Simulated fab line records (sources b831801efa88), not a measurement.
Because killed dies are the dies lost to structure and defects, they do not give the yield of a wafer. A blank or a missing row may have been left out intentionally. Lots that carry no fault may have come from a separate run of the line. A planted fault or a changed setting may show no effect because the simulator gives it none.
fab line records ; flow sky130
[record] lots = 12; wafers = 36; last-day = 50
route steps=708 shown SD_P@326 SD_N@356 LI_CONTACT@364 LOCAL_INTERCONNECT@400 PAD_OPEN@708
lots that met no fault: taken from a fault-free run of the same line
start-h: hours from the record's first day to the start of the lot's first wafer shown ; wait-h: hours from the lot's prior step to this one ; " the same as in the row above ; L1.1+2: a single row standing in for several wafers ; - value missing, or start not given ; * or withheld: withheld ; < > ~ a bound
route shown NAME@n: names a module that has steps shown in the file, with the first one's number in the route ; usual: the fault-free wafers' mean and standard deviation ; same: alike in all rows ; chamber/n: place in a boat ; sites: each site's reading ; _std_site: standard deviation of those values ; _edge_site: mean of outer sites minus mean of inner sites ; radius-mm: for every site, how far away it sits from the centre of the wafer ; mask NAME#n: copy n ; behind: the tool/chamber that last shaped the wafer ; hold: why the lot went on hold/how many hours it stayed there/how the hold came to an end ; device: whichever transistor did not switch (one of n, p or np) ; end of line: the tests these same wafers got at the end of their route ; a step without rows: its recipe alone ; killed: dies lost to structure and defects at the first sort, not the wafer's yield ; map: the dies of a wafer, with x for killed, . for not killed, _ for no die there
set.NAME: setting as actually run; set.NAME@STEP: the setting as run at that earlier step ; model.NAME: the simulator's own value behind a step, which no gauge read
route steps across a sampled set of lots; one table per step, one row per wafer
services: when a tool's chamber went out of use (start-h, in hours from the record's first day, below 0 if earlier), for how many hours, and the reason
[[steps]]
[step SKY_SD_P_DEVELOP_06]
[recipe] resist = NOVOLAK; developer = TMAH; develop-time-s = 60; dev-temp-c = 23
lot.wafer;tool;chamber;start-h;wait-h
L708.2+3+6;litho-track-02;0;592.56;0.1
L709.1+2+5;litho-track-02;0;593.79;0.1
L713.1+2+3;litho-track-04;0;647.41;0.1
L714.2+4+5;litho-track-02;0;647.46;0.1
L715.1+2+5;litho-track-02;0;653.54;0.1
L720.2+5+6;litho-track-04;0;691.29;0.1
L721.1+3+5;litho-track-04;0;696.11;0.1
L724.1+2+4;litho-track-03;0;734.78;0.1
L725.1+3+5;litho-track-02;0;738.39;0.1
L727.1+5+6;litho-track-02;0;762.94;0.1
L730.2+3+6;litho-track-02;0;773.71;0.1
L729.1+2+3;litho-track-04;0;779.16;0.1
[step SKY_SD_P_TW_MEAS_11]
[usual] SD_P_TW = 2821/17
lot.wafer;tool;chamber;start-h;wait-h;SD_P_TW
L708.2;film-metro-02;-;593.10;0.1;2842
L708.3;film-metro-02;-;593.10;0.1;2844
L708.6;film-metro-02;-;593.10;0.1;2855
L709.1;film-metro-02;-;594.34;0.1;2880
L709.2;film-metro-02;-;594.34;0.1;2848
L709.5;film-metro-02;-;594.34;0.1;2845
L713.1;film-metro-03;-;647.97;0.1;2804
L713.2;film-metro-03;-;647.97;0.1;2807
L713.3;film-metro-03;-;647.97;0.1;2813
L714.2;film-metro-02;-;648.00;0.1;30
L714.4;film-metro-02;-;648.00;0.1;30
L714.5;film-metro-02;-;648.00;0.1;30
L715.1;film-metro-03;-;654.09;0.1;30
L715.2;film-metro-03;-;654.09;0.1;30
L715.5;film-metro-03;-;654.09;0.1;30
L720.2;film-metro-02;-;691.83;0.1;2822
L720.5;film-metro-02;-;691.83;0.1;2845
L720.6;film-metro-02;-;691.83;0.1;2831
L721.1;film-metro-04;-;696.67;0.1;2822
L721.3;film-metro-04;-;696.67;0.1;2807
L721.5;film-metro-04;-;696.67;0.1;2811
L724.1;film-metro-03;-;735.34;0.1;2836
L724.2;film-metro-03;-;735.34;0.1;2813
L724.4;film-metro-03;-;735.34;0.1;2823
L725.1;film-metro-04;-;738.94;0.1;2810
L725.3;film-metro-04;-;738.94;0.1;2807
L725.5;film-metro-04;-;738.94;0.1;2814
L727.1;film-metro-03;-;763.49;0.1;2817
L727.5;film-metro-03;-;763.49;0.1;2821
L727.6;film-metro-03;-;763.49;0.1;2832
L730.2;film-metro-04;-;774.25;0.1;2805
L730.3;film-metro-04;-;774.25;0.1;2811
L730.6;film-metro-04;-;774.25;0.1;2797
L729.1;film-metro-02;-;779.72;0.1;2821
L729.2;film-metro-02;-;779.72;0.1;2828
L729.3;film-metro-02;-;779.72;0.1;2827
[step SKY_SD_N_RTA_14]
[recipe] temp-c = 1075; time-s = 2; idle-temp-c = 650; ramp-up-c-per-s = 150; ramp-down-c-per-s = 90; ambient = N2
[usual] lamp-power-pct = 15.74/0.058; ramp-up-c-per-s = 150.00/0.027; wafer_temp_C_max = 1078.2/1.3
lot.wafer;tool;chamber;start-h;wait-h;lamp-power-pct;ramp-up-c-per-s;wafer_temp_C_max
L708.2;rtp-anneal-02;0;651.01;0.0;15.76;149.98;1077.0
L708.3;rtp-anneal-02;0;651.01;0.0;15.66;149.99;1078.3
L708.6;rtp-anneal-02;0;651.01;0.0;15.75;149.99;1077.4
L709.1;rtp-anneal-01;0;652.40;0.0;15.62;150.01;1081.0
L709.2;rtp-anneal-01;0;652.40;0.0;15.79;149.98;1075.9
L709.5;rtp-anneal-01;0;652.40;0.0;15.65;149.98;1078.2
L713.1;rtp-anneal-01;0;704.64;0.0;15.70;150.01;1079.9
L713.2;rtp-anneal-01;0;704.64;0.0;15.74;149.98;1078.4
L713.3;rtp-anneal-01;0;704.64;0.0;15.71;150.02;1077.1
L714.2;rtp-anneal-02;0;704.96;0.0;15.77;150.00;1077.4
L714.4;rtp-anneal-02;0;704.96;0.0;15.66;149.94;1077.6
L714.5;rtp-anneal-02;0;704.96;0.0;15.80;149.97;1079.6
L715.1;rtp-anneal-01;0;710.39;0.0;15.88;149.96;1079.0
L715.2;rtp-anneal-01;0;710.39;0.0;15.81;149.99;1079.1
L715.5;rtp-anneal-01;0;710.39;0.0;15.72;150.00;1079.3
L720.2;rtp-anneal-02;0;747.86;0.0;15.72;150.01;1078.0
L720.5;rtp-anneal-02;0;747.86;0.0;15.65;150.01;1079.0
L720.6;rtp-anneal-02;0;747.86;0.0;15.71;150.04;1076.4
L721.1;rtp-anneal-01;0;753.65;0.0;15.71;149.96;1079.1
L721.3;rtp-anneal-01;0;753.65;0.0;15.76;150.01;1077.5
L721.5;rtp-anneal-01;0;753.65;0.0;15.74;149.95;1078.1
L724.1;rtp-anneal-01;0;790.30;0.0;15.69;149.96;1076.4
L724.2;rtp-anneal-01;0;790.30;0.0;15.74;150.01;1078.9
L724.4;rtp-anneal-01;0;790.30;0.0;15.79;149.94;1079.5
L725.1;rtp-anneal-01;0;793.20;0.0;15.72;150.04;1078.7
L725.3;rtp-anneal-01;0;793.20;0.0;15.75;150.01;1078.2
L725.5;rtp-anneal-01;0;793.20;0.0;15.82;149.98;1076.8
L727.1;rtp-anneal-01;0;817.31;0.0;15.64;149.99;1076.3
L727.5;rtp-anneal-01;0;817.31;0.0;15.72;149.99;1078.1
L727.6;rtp-anneal-01;0;817.31;0.0;15.82;149.98;1078.0
L730.2;rtp-anneal-01;0;827.04;0.0;15.77;150.00;1077.6
L730.3;rtp-anneal-01;0;827.04;0.0;15.71;149.99;1080.2
L730.6;rtp-anneal-01;0;827.04;0.0;15.72;150.01;1079.3
L729.1;rtp-anneal-02;0;832.51;0.0;15.73;149.96;1080.0
L729.2;rtp-anneal-02;0;832.51;0.0;15.78;150.04;1076.2
L729.3;rtp-anneal-02;0;832.51;0.0;15.72;150.06;1080.5
[step SKY_LI_CONTACT_CMP_02]
[recipe] material = PSG; down-force-psi = 4; platen-rpm = 60; pad-velocity-m-s = 0.94248
[usual] motor-current-A = 11.6/0.95; time-to-endpoint-s = 33.6/1.8
lot.wafer;tool;chamber;start-h;wait-h;motor-current-A;time-to-endpoint-s
L708.2;cmp-02;3;651.87;0.0;9.8;31.7
L708.3;cmp-02;1;651.87;0.0;10.9;31.8
L708.6;cmp-02;3;651.87;0.0;9.9;34.4
L709.2;cmp-02;1;653.21;0.1;11.4;33.8
L709.1;cmp-02;2;653.21;0.1;12.9;32.8
L709.5;cmp-02;0;653.21;0.1;12.9;30.9
L713.3;cmp-02;0;705.40;0.1;11.7;32.1
L713.1;cmp-02;1;705.40;0.1;11.0;35.4
L713.2;cmp-02;2;705.40;0.1;11.4;33.2
L714.4;cmp-01;3;705.76;0.1;11.3;32.4
L714.2;cmp-01;0;705.76;0.1;12.7;32.4
L714.5;cmp-01;2;705.76;0.1;10.8;34.2
L715.2;cmp-02;1;711.15;0.1;10.4;32.6
L715.1;cmp-02;2;711.15;0.1;12.7;35.6
L715.5;cmp-02;0;711.15;0.1;12.5;32.4
L720.2;cmp-02;0;748.61;0.1;12.5;36.9
L720.6;cmp-02;3;748.61;0.1;9.8;35.3
L720.5;cmp-02;0;748.61;0.1;12.4;28.5
L721.3;cmp-02;1;754.52;0.1;11.4;32.5
L721.1;cmp-02;2;754.52;0.1;12.2;34.3
L721.5;cmp-02;3;754.52;0.1;10.1;34.1
L724.4;cmp-01;0;791.02;0.0;12.6;33.1
L724.2;cmp-01;1;791.02;0.0;11.7;34.5
L724.1;cmp-01;3;791.02;0.0;11.4;36.0
L725.3;cmp-02;0;793.91;0.0;12.8;36.4
L725.1;cmp-02;1;793.91;0.0;10.0;37.3
L725.5;cmp-02;0;793.91;0.0;11.8;35.8
L727.1;cmp-01;3;818.03;0.1;11.5;33.8
L727.6;cmp-01;3;818.03;0.1;11.5;33.9
L727.5;cmp-01;0;818.03;0.1;12.7;33.5
L730.2;cmp-01;1;827.75;0.0;11.9;35.5
L730.3;cmp-01;2;827.75;0.0;10.9;31.7
L730.6;cmp-01;2;827.75;0.0;11.6;35.3
L729.1;cmp-01;0;833.22;0.1;12.9;31.3
L729.2;cmp-01;1;833.22;0.1;11.8;32.2
L729.3;cmp-01;3;833.22;0.1;10.9;33.5
[step SKY_LOCAL_INTERCONNECT_ETCH_13]
[recipe] chemistry = N2/H2; target = BARC; ion-energy-ev = 200; bias-w = 100; pressure-mtorr = 30; n2-flow-sccm = 100; h2-flow-sccm = 200; icp-w = 500; stop-on = SiO2; time-s = 45.9; target-depth-a = 600
[usual] drypump-motor-current-A = 5.51/0.3; n2-flow-sccm = 100.0/0.32; oes-product-au = 0.855/0.0043; throttle-valve-pct = 13.224/0.0092
lot.wafer;tool;chamber;start-h;wait-h;drypump-motor-current-A;n2-flow-sccm;oes-product-au;rf-hours-counter-h;throttle-valve-pct
L708.2;rie-metal-04;1;709.34;0.0;5.24;99.7;0.857;4;13.219
L708.3;rie-metal-04;0;709.34;0.0;5.66;100.0;0.860;-;13.228
L708.6;rie-metal-04;0;709.34;0.0;5.66;99.3;0.852;-;13.235
L709.1;rie-metal-01;1;712.52;0.0;5.75;99.6;0.852;4;13.222
L709.2;rie-metal-01;1;712.52;0.0;5.78;99.3;0.850;-;13.223
L709.5;rie-metal-01;1;712.52;0.0;5.73;99.5;0.858;-;13.236
L713.1;rie-metal-04;0;762.42;0.0;5.66;100.1;0.847;13;13.205
L713.2;rie-metal-04;1;762.42;0.0;5.25;100.0;0.865;6;13.213
L713.3;rie-metal-04;0;762.42;0.0;5.66;100.1;0.852;-;13.227
L714.2;rie-metal-01;1;763.42;0.0;5.78;100.2;0.850;6;13.216
L714.4;rie-metal-01;0;763.42;0.0;5.19;100.3;0.855;-;13.222
L714.5;rie-metal-01;0;763.42;0.0;5.18;99.7;0.850;-;13.227
L715.1;rie-metal-04;0;767.94;0.0;5.67;100.4;0.856;13;13.221
L715.2;rie-metal-04;1;767.94;0.0;5.28;99.8;0.859;6;13.232
L715.5;rie-metal-04;0;767.94;0.0;5.66;99.8;0.856;-;13.225
L720.2;rie-metal-02;1;804.22;0.0;5.22;99.9;0.852;7;13.228
L720.5;rie-metal-02;0;804.22;0.0;5.99;99.7;0.859;-;13.223
L720.6;rie-metal-02;1;804.22;0.0;5.21;99.3;0.855;-;13.236
L721.1;rie-metal-02;0;809.52;0.0;6.01;100.3;0.858;9;13.215
L721.3;rie-metal-02;0;809.52;0.0;6.00;100.3;0.853;-;13.238
L721.5;rie-metal-02;0;809.52;0.0;6.00;100.1;0.852;-;13.231
L724.1;rie-metal-04;0;845.12;0.0;5.65;100.3;0.855;16;13.215
L724.2;rie-metal-04;1;845.12;0.0;5.25;99.9;0.857;9;13.248
L724.4;rie-metal-04;1;845.12;0.0;5.23;100.0;0.859;-;13.223
L725.1;rie-metal-02;0;848.34;0.0;6.04;99.9;0.857;11;13.224
L725.3;rie-metal-02;1;848.34;0.0;5.23;99.8;0.851;-;13.234
L725.5;rie-metal-02;1;848.34;0.0;5.23;100.0;0.855;-;13.235
L727.1;rie-metal-01;0;870.47;0.0;5.19;100.0;0.857;5;13.237
L727.5;rie-metal-01;1;870.47;0.0;5.79;100.6;0.846;-;13.222
L727.6;rie-metal-01;0;870.47;0.0;5.18;99.5;0.861;-;13.214
L730.2;rie-metal-01;0;881.59;0.0;5.21;100.1;0.862;6;13.229
L730.3;rie-metal-01;0;881.59;0.0;5.19;100.0;0.861;-;13.231
L730.6;rie-metal-01;1;881.59;0.0;5.81;99.6;0.855;-;13.224
L729.1;rie-metal-01;0;886.29;0.0;5.19;100.2;0.858;6;13.220
L729.2;rie-metal-01;1;886.29;0.0;5.81;100.3;0.857;11;13.233
L729.3;rie-metal-01;0;886.29;0.0;5.21;100.6;0.849;-;13.213
[step SKY_PAD_OPEN_PROBE_99]
[usual] killed_at_M0_to_M3 = 44/7; killed_at_M4_up = 3.0/1.9; killed-at-contacts = 24/5.4; killed-at-front-end = 15/4.6; killed-at-other = 0.3/0.5; killed-dies = 87/10; killed-on-rim = 17/3.5; killed-open = 47/7; killed-short = 40/6.2
[same] gross-dies = 492; killed-at-back-side = 0
lot.wafer;tool;chamber;start-h;wait-h;killed_at_M0_to_M3;killed_at_M4_up;killed-at-contacts;killed-at-front-end;killed-at-other;killed-dies;killed-on-rim;killed-open;killed-short
L714.2;prober-01;-;1120.14;0.1;46;4;26;415;1;492;96;43;47
L714.4;prober-01;-;1120.24;0.2;57;4;27;403;1;492;96;46;52
L714.5;prober-01;-;1120.29;0.2;58;0;24;410;0;492;96;54;37
L715.1;prober-02;-;1120.55;0.1;48;1;28;415;0;492;96;46;42
L715.2;prober-02;-;1120.60;0.1;49;3;23;416;1;492;96;62;34
L715.5;prober-02;-;1120.75;0.2;40;2;33;416;1;492;96;53;41
L720.2;prober-01;-;1145.15;0.1;51;5;21;18;0;95;17;54;41
L720.5;prober-01;-;1145.30;0.2;37;5;24;12;0;78;16;42;36
L720.6;prober-01;-;1145.35;0.2;51;5;28;17;0;101;22;53;48
L721.1;prober-02;-;1151.81;0.1;36;1;12;17;1;67;13;35;32
L721.3;prober-02;-;1151.91;0.2;61;4;21;15;1;102;25;52;50
L721.5;prober-02;-;1152.01;0.2;45;6;28;22;0;101;19;57;44
L725.1;prober-02;-;1179.85;0.1;44;4;22;5;0;75;13;38;37
L725.3;prober-02;-;1179.95;0.2;40;5;33;11;0;89;15;48;41
L725.5;prober-02;-;1180.05;0.2;32;1;25;8;0;66;18;41;25
// killed by level:class
L714.2 SD_P:area-develop=402 VIA1:geometric-particle:open=9 METAL2:geometric-particle:short=9 LI_CONTACT:geometric-particle:open=8 LI_CONTACT:geometric-particle:short=5 CONTACT:geometric-particle:short=5 SPACER:geometric-particle:open=4 METAL4:geometric-particle:short=4
L714.4 SD_P:area-develop=394 VIA3:geometric-particle:open=11 LI_CONTACT:geometric-particle:open=8 VIA1:geometric-particle:open=8 VIA1:geometric-particle:short=7 METAL1:geometric-particle:short=7 CONTACT:geometric-particle:open=6 VIA2:geometric-particle:open=6
L714.5 SD_P:area-develop=401 VIA1:geometric-particle:open=13 VIA3:geometric-particle:open=12 METAL1:geometric-particle:short=11 CONTACT:geometric-particle:open=8 FIELD_ISO:geometric-particle:open=4 LI_CONTACT:geometric-particle:open=4 LOCAL_INTERCONNECT:geometric-particle:short=4
L715.1 SD_P:area-develop=404 LI_CONTACT:geometric-particle:open=12 VIA2:geometric-particle:open=11 METAL1:geometric-particle:short=9 LOCAL_INTERCONNECT:geometric-particle:short=7 VIA1:geometric-particle:open=5 VIA2:geometric-particle:short=5 CONTACT:geometric-particle:open=4
L715.2 SD_P:area-develop=396 VIA2:geometric-particle:open=13 CONTACT:geometric-particle:open=10 VIA3:geometric-particle:open=6 LI_CONTACT:geometric-particle:open=6 VIA1:geometric-particle:open=6 FIELD_ISO:geometric-particle:short=5 POLY_GATE:geometric-particle:open=5
L715.5 SD_P:area-develop=398 CONTACT:geometric-particle:open=15 LI_CONTACT:geometric-particle:open=7 VIA2:geometric-particle:open=7 VIA1:geometric-particle:open=7 VIA3:geometric-particle:open=6 POLY_GATE:geometric-particle:short=5 CONTACT:geometric-particle:short=5
L720.2 VIA1:geometric-particle:open=15 CONTACT:geometric-particle:open=11 VIA3:geometric-particle:open=7 FIELD_ISO:geometric-particle:short=6 FIELD_ISO:geometric-particle:open=6 VIA1:geometric-particle:short=6 CONTACT:geometric-particle:short=5 METAL3:geometric-particle:short=5
L720.5 VIA2:geometric-particle:open=10 CONTACT:geometric-particle:open=10 METAL1:geometric-particle:short=7 CONTACT:geometric-particle:short=6 FIELD_ISO:geometric-particle:open=5 METAL2:geometric-particle:short=5 VIA1:geometric-particle:open=5 METAL4:geometric-particle:short=4
L720.6 VIA1:geometric-particle:open=17 METAL1:geometric-particle:short=12 VIA3:geometric-particle:open=10 CONTACT:geometric-particle:short=9 CONTACT:geometric-particle:open=6 VIA1:geometric-particle:short=6 FIELD_ISO:geometric-particle:open=4 FIELD_ISO:geometric-particle:short=4
L721.1 VIA1:geometric-particle:open=11 FIELD_ISO:geometric-particle:open=6 VIA3:geometric-particle:open=5 POLY_GATE:geometric-particle:short=4 LOCAL_INTERCONNECT:geometric-particle:short=4 VIA1:geometric-particle:short=4 METAL2:geometric-particle:short=4 FIELD_ISO:geometric-particle:short=3
L721.3 VIA1:geometric-particle:open=12 VIA3:geometric-particle:open=10 CONTACT:geometric-particle:open=8 METAL2:geometric-particle:short=7 VIA3:geometric-particle:short=6 VIA1:geometric-particle:short=6 METAL1:geometric-particle:open=6 LI_CONTACT:geometric-particle:open=5
L721.5 VIA1:geometric-particle:open=13 LOCAL_INTERCONNECT:geometric-particle:short=9 CONTACT:geometric-particle:open=8 METAL1:geometric-particle:short=8 FIELD_ISO:geometric-particle:short=7 VIA2:geometric-particle:open=6 VIA3:geometric-particle:open=6 LI_CONTACT:geometric-particle:open=5
L725.1 METAL2:geometric-particle:short=11 VIA1:geometric-particle:open=10 CONTACT:geometric-particle:open=9 METAL3:geometric-particle:short=6 LI_CONTACT:geometric-particle:open=5 CONTACT:geometric-particle:short=4 VIA2:geometric-particle:open=4 FIELD_ISO:geometric-particle:short=3
L725.3 VIA1:geometric-particle:open=13 LI_CONTACT:geometric-particle:open=10 CONTACT:geometric-particle:short=8 CONTACT:geometric-particle:open=8 FIELD_ISO:geometric-particle:open=5 POLY_GATE:geometric-particle:short=4 METAL4:geometric-particle:short=4 LOCAL_INTERCONNECT:geometric-particle:short=4
L725.5 LI_CONTACT:geometric-particle:open=8 CONTACT:geometric-particle:open=8 VIA1:geometric-particle:open=7 VIA3:geometric-particle:open=7 METAL1:geometric-particle:short=4 VIA2:geometric-particle:open=4 FIELD_ISO:geometric-particle:open=3 LOCAL_INTERCONNECT:geometric-particle:short=3
[[services]]
tool;chamber;start-h;hours;kind
cmp-02;-;572.07;4.0;pm
cmp-02;-;576.07;-;consumable-replace:conditioner
cmp-02;-;576.07;-;consumable-replace:pad
cmp-02;-;596.94;2.2;repair
rtp-anneal-02;-;599.66;7.4;pm
rie-metal-02;1;600.07;8.5;repair
cmp-02;-;610.33;0.3;repair
rie-metal-04;-;626.46;14.6;pm
cmp-02;-;639.70;6.0;pm
cmp-01;-;664.27;8.9;pm
rie-metal-04;-;691.48;1.4;pm
cmp-01;-;691.85;1.2;repair
rie-metal-01;0;700.02;-;clean
rie-metal-01;0;700.02;19.3;scheduled-down
rtp-anneal-02;-;706.59;0.9;pm
cmp-01;-;744.00;4.0;pm
rie-metal-01;0;745.87;1.9;repair
rie-metal-02;-;749.32;1.4;pm
rie-metal-02;0;777.84;17.2;repair
cmp-01;-;796.58;0.4;repair
cmp-01;-;803.16;5.3;pm
cmp-01;-;857.66;1.1;repair
rie-metal-02;-;880.37;0.1;repair
rie-metal-04;-;884.68;2.8;pm
[[key]]
[first-sign] step = SKY_SD_P_TW_MEAS_11; reading = SD_P_TW; direction = down; sigmas = 99+; usual = 2821; struck = 30
[effect] step = SKY_PAD_OPEN_PROBE_99; reading = killed-at-front-end; direction = up; sigmas = 86; usual = 15; struck = 412
[more-kills-born-at] SKY_SD_P_DEVELOP_06@litho-track-02 = 2395
met-at SKY_SD_P_DEVELOP_06
struck-lots L714,L715
tester-left-out L714,L715
not-acting-at SKY_SD_N_RTA_14,SKY_LI_CONTACT_CMP_02,SKY_LOCAL_INTERCONNECT_ETCH_13
onset-between 593.79 647.46
[fault] kind = process-parameter-drift; tool = litho-track-02; chamber = -; onset-h = 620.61; steps = SKY_SD_P_DEVELOP_06; channel = develop-time-s; offset = *; shape = step; end-h = 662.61; acts-in = *; stated = *
// tester-left-out: of these lots the tester's yield and bins aren't shown, on N5 and GAA mostly nor the transistor test; their killed dies are dies lost to structure and defects alone, not to doping, threshold or leakage, so they don't give the yield
